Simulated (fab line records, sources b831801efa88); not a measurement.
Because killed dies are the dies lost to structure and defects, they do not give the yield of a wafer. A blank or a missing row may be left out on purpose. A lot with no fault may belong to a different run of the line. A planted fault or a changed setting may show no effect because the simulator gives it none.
Which tool did it? ; flow sky130 ; 14 lots, 42 wafers sampled, at 4 steps of a route of 708

## WHAT THE GAUGES READ, wafer by wafer
SKY_CONTACT_CD_MEAS_14 targets a cd of 170 nm. Usual: cd-nm reads 169.7 nm (standard deviation 1.6).
lot;measured;on;cd-nm (nm);flag
L217;day 33 00:28;cd-sem-02;169.9 170.7 170.0;
L218;day 33 06:46;cd-sem-02;171.0 168.5 168.9;
L219;day 34 02:08;cd-sem-02;171.1 170.3 170.3;
L220;day 34 08:05;cd-sem-01;171.2 170.4 170.2;
L221;day 34 16:17;cd-sem-02;170.9 169.5 169.8;
L222;day 34 18:04;cd-sem-02;170.1 173.1 170.3;
L223;day 35 09:41;cd-sem-02;169.5 171.3 169.4;
L224;day 35 11:43;cd-sem-01;168.4 167.2 168.3;
L225;day 35 13:37;cd-sem-02;169.2 170.9 171.8;
L226;day 35 19:44;cd-sem-02;170.8 169.9 169.1;
L227;day 36 10:08;cd-sem-01;171.2 171.0 170.9;
L230;day 36 18:10;cd-sem-01;169.5 169.3 169.5;
L231;day 37 06:07;cd-sem-02;169.3 169.9 167.0;
L234;day 37 23:32;cd-sem-02;171.6 170.9 170.9;

SKY_METAL1_THK_MEAS_06: measures by xrf. Usual: METAL1_ALCU_THK typically reads 251.1 nm, with standard deviation 3.
lot;measured;on;METAL1_ALCU_THK (nm);flag
L217;day 33 02:14;film-metro-04;249.1 250.9 250.4;
L218;day 33 08:35;film-metro-04;249.8 253.0 251.4;
L219;day 34 03:58;film-metro-01;250.8 248.8 251.7;
L220;day 34 09:55;film-metro-01;252.6 254.7 251.7;
L221;day 34 18:05;film-metro-03;256.0 252.9 250.4;
L222;day 34 19:52;film-metro-01;252.8 249.2 250.8;
L223;day 35 11:35;film-metro-04;249.7 250.7 247.7;
L224;day 35 13:37;film-metro-04;251.2 254.6 251.9;
L225;day 35 15:31;film-metro-04;250.4 249.6 249.7;
L226;day 35 21:43;film-metro-03;253.4 258.6 257.3;
L227;day 36 11:54;film-metro-01;243.5 246.5 248.8;
L230;day 36 19:58;film-metro-01;286.0 287.3 287.4;OFF
L231;day 37 07:53;film-metro-01;287.0 290.0 286.7;OFF
L234;day 38 01:23;film-metro-01;251.7 251.0 252.3;

SKY_METAL1_CD_MEAS_15 targets a cd of 140 nm. Usual: cd-nm reads 140.1 nm (standard deviation 1.3).
lot;measured;on;cd-nm (nm);flag
L217;day 34 05:34;cd-sem-01;140.3 140.3 140.1;
L218;day 34 11:47;cd-sem-01;136.8 139.2 138.4;
L219;day 35 07:02;cd-sem-01;140.0 140.0 139.2;
L220;day 35 12:47;cd-sem-02;141.1 140.7 141.9;
L221;day 35 19:44;cd-sem-01;141.0 141.3 141.9;
L222;day 35 22:47;cd-sem-02;139.6 138.6 138.2;
L223;day 36 15:10;cd-sem-01;138.6 139.8 140.1;
L224;day 36 16:41;cd-sem-02;141.8 141.3 141.4;
L225;day 36 18:59;cd-sem-02;139.7 139.5 139.4;
L226;day 37 00:38;cd-sem-01;140.1 140.5 139.0;
L227;day 37 14:45;cd-sem-02;140.6 141.5 139.4;
L230;day 37 22:50;cd-sem-02;139.2 139.1 139.7;
L231;day 38 09:19;cd-sem-02;137.8 138.6 139.0;
L234;day 39 03:38;cd-sem-02;143.0 142.6 143.6;

## TOOL THAT RAN EACH LOT (tool first, then ch and the chambers of the sampled wafers, then the start)
lot;SKY_METAL1_SPUTTER_04
L217;pvd-sputter-04, day 33 02:04
L218;pvd-sputter-01, day 33 08:23
L219;pvd-sputter-02, day 34 03:48
L220;pvd-sputter-04, day 34 09:45
L221;pvd-sputter-02, day 34 17:55
L222;pvd-sputter-04, day 34 19:43
L223;pvd-sputter-01, day 35 11:26
L224;pvd-sputter-01, day 35 13:27
L225;pvd-sputter-04, day 35 15:21
L226;pvd-sputter-02, day 35 21:32
L227;pvd-sputter-01, day 36 11:42
L230;pvd-sputter-04, day 36 19:47
L231;pvd-sputter-02, day 37 07:43
L234;pvd-sputter-04, day 38 01:14
- SKY_METAL1_SPUTTER_04: material TiN, target thk 70 nm, time 58.3 s.

## WHAT THE TOOLS THEMSELVES READ (means of the sampled wafers that have a number; where no wafer has one, the mark that the record gives instead)
SKY_METAL1_SPUTTER_04. Usual: cathode-dc-power-W 6499.9 W, standard deviation 1.2; chamber-pressure-pa 0.3999 Pa, standard deviation 0.00088; throttle-valve-pct 30.1 %, standard deviation 1.2.
lot;tool;cathode-dc-power-W (W);chamber-pressure-pa (Pa);throttle-valve-pct (%);flag
L217;pvd-sputter-04;6498.9;0.4002;30.8;
L218;pvd-sputter-01;6499.8;0.4003;28.8;
L219;pvd-sputter-02;6498.8;0.3994;30.1;
L220;pvd-sputter-04;6500.3;0.3999;30.8;
L221;pvd-sputter-02;6499.9;0.4005;30.6;
L222;pvd-sputter-04;6500.7;0.4000;30.9;
L223;pvd-sputter-01;6500.4;0.3998;28.8;
L224;pvd-sputter-01;6499.3;0.4002;29.7;
L225;pvd-sputter-04;6500.4;0.3998;30.3;
L226;pvd-sputter-02;6500.8;0.3998;30.1;
L227;pvd-sputter-01;6499.4;0.3998;28.7;
L230;pvd-sputter-04;-;-;-;OFF
L231;pvd-sputter-02;-;-;-;OFF
L234;pvd-sputter-04;6499.8;0.3988;31.3;

## THE ANSWER, worked out from the rows above alone
Rule: a lot counts as off when the mean over its wafers that have a number is more than 3 standard deviations away from the usual mean. Also off: a lot with no number at a reading for which 4 or more lots have one. The other lots that the step has rows for count as sound. The gauges are gone through in route order, then the tools' own readings, and for those a lot's mean is taken as printed above. The first step at which some lot is off is used, and at that step the reading that is off furthest; a lot without a number counts as furthest.
Off: L230, L231, seen at SKY_METAL1_THK_MEAS_06 (METAL1_ALCU_THK).
If a tool, at a process step before that reading, ran all the lots that are off and no sound lot after the first of them, it fits. The gauges at SKY_METAL1_THK_MEAS_06 aren't tried: what is off there is off at SKY_METAL1_SPUTTER_04 too, on other tools, and a gauge's error can't cause that. Not one of the candidates tried fits.

## WHAT WAS PUT IN BY THE SIMULATOR
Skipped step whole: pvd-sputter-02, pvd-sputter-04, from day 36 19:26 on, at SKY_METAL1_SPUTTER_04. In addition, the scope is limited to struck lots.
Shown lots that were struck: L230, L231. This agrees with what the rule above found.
